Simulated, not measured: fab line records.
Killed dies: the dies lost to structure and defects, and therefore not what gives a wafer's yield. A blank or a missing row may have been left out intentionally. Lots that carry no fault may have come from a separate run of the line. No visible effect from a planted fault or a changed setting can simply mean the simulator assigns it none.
Chamber matching / flow gf180mcu / 4 sister chambers for GF_V3_CMP_26 on cmp-01
The step polishes, stops on SiO2, t overpolish 15 s, target thk 0 nm. 8 wafers are shown with their chamber, then 12 later ones without.

## WAFERS PAIRED WITH THEIR CHAMBERS
wafer=L087.4; chamber=0; motor-current-A (A)=12.3; time-to-endpoint-s (s)=80
wafer=L088.3; chamber=1; motor-current-A (A)=10.8; time-to-endpoint-s (s)=82
wafer=L089.1; chamber=2; motor-current-A (A)=10.9; time-to-endpoint-s (s)=82
wafer=L089.2; chamber=1; motor-current-A (A)=11.7; time-to-endpoint-s (s)=81
wafer=L089.5; chamber=2; motor-current-A (A)=11.3; time-to-endpoint-s (s)=85
wafer=L090.4; chamber=3; motor-current-A (A)=11.1; time-to-endpoint-s (s)=85
wafer=L090.5; chamber=3; motor-current-A (A)=11.2; time-to-endpoint-s (s)=83
wafer=L090.6; chamber=0; motor-current-A (A)=11.6; time-to-endpoint-s (s)=86

## WAFERS WITHOUT THEIR CHAMBER
wafer=L091.1; motor-current-A (A)=12.2; time-to-endpoint-s (s)=80
wafer=L091.3; motor-current-A (A)=11.2; time-to-endpoint-s (s)=81
wafer=L091.6; motor-current-A (A)=11.5; time-to-endpoint-s (s)=84
wafer=L094.1; motor-current-A (A)=11.0; time-to-endpoint-s (s)=76
wafer=L094.2; motor-current-A (A)=11.5; time-to-endpoint-s (s)=75
wafer=L094.3; motor-current-A (A)=11.2; time-to-endpoint-s (s)=80
wafer=L095.1; motor-current-A (A)=11.6; time-to-endpoint-s (s)=79
wafer=L095.3; motor-current-A (A)=10.9; time-to-endpoint-s (s)=78
wafer=L095.6; motor-current-A (A)=11.2; time-to-endpoint-s (s)=80
wafer=L096.2; motor-current-A (A)=11.7; time-to-endpoint-s (s)=78
wafer=L096.4; motor-current-A (A)=10.6; time-to-endpoint-s (s)=86
wafer=L096.5; motor-current-A (A)=10.7; time-to-endpoint-s (s)=89

## CHAMBER TAKEN BY EACH
wafer=L091.1; from the rows above=can't be placed: 0 or 1 or 2 or 3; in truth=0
wafer=L091.3; from the rows above=can't be placed: 1 or 2 or 3 or 0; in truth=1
wafer=L091.6; from the rows above=can't be placed: 3 or 2 or 0 or 1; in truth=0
wafer=L094.1; from the rows above=can't be placed: 1 or 2 or 3 or 0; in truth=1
wafer=L094.2; from the rows above=can't be placed: 1 or 0 or 2 or 3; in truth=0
wafer=L094.3; from the rows above=can't be placed: 1 or 2 or 3 or 0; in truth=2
wafer=L095.1; from the rows above=can't be placed: 1 or 0 or 2 or 3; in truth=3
wafer=L095.3; from the rows above=can't be placed: 1 or 2 or 3 or 0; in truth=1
wafer=L095.6; from the rows above=can't be placed: 1 or 2 or 3 or 0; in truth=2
wafer=L096.2; from the rows above=can't be placed: 1 or 0 or 2 or 3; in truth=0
wafer=L096.4; from the rows above=can't be placed: 3 or 2 or 1 or 0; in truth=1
wafer=L096.5; from the rows above=can't be placed: 3 or 2 or 1 or 0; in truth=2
Placed correctly: 0 of 12. Not placeable from these rows: 12 (in 12, the candidates include the true chamber). Placed wrongly: 0.
How it was worked out, from the rows above alone: a wafer's distance from a chamber is the root of the sum, over the readings, of the square of ((its reading less the chamber's mean) divided by the reading's scatter). If the next closest chamber is less than 2 further off than the closest, the wafer can't be placed; otherwise it belongs to the closest. The mean given for a chamber averages the wafers shown for that chamber. The scatter: the root of (the sum of the squares of (reading less its chamber's mean) over the shown wafers, divided by (wafers less chambers)).
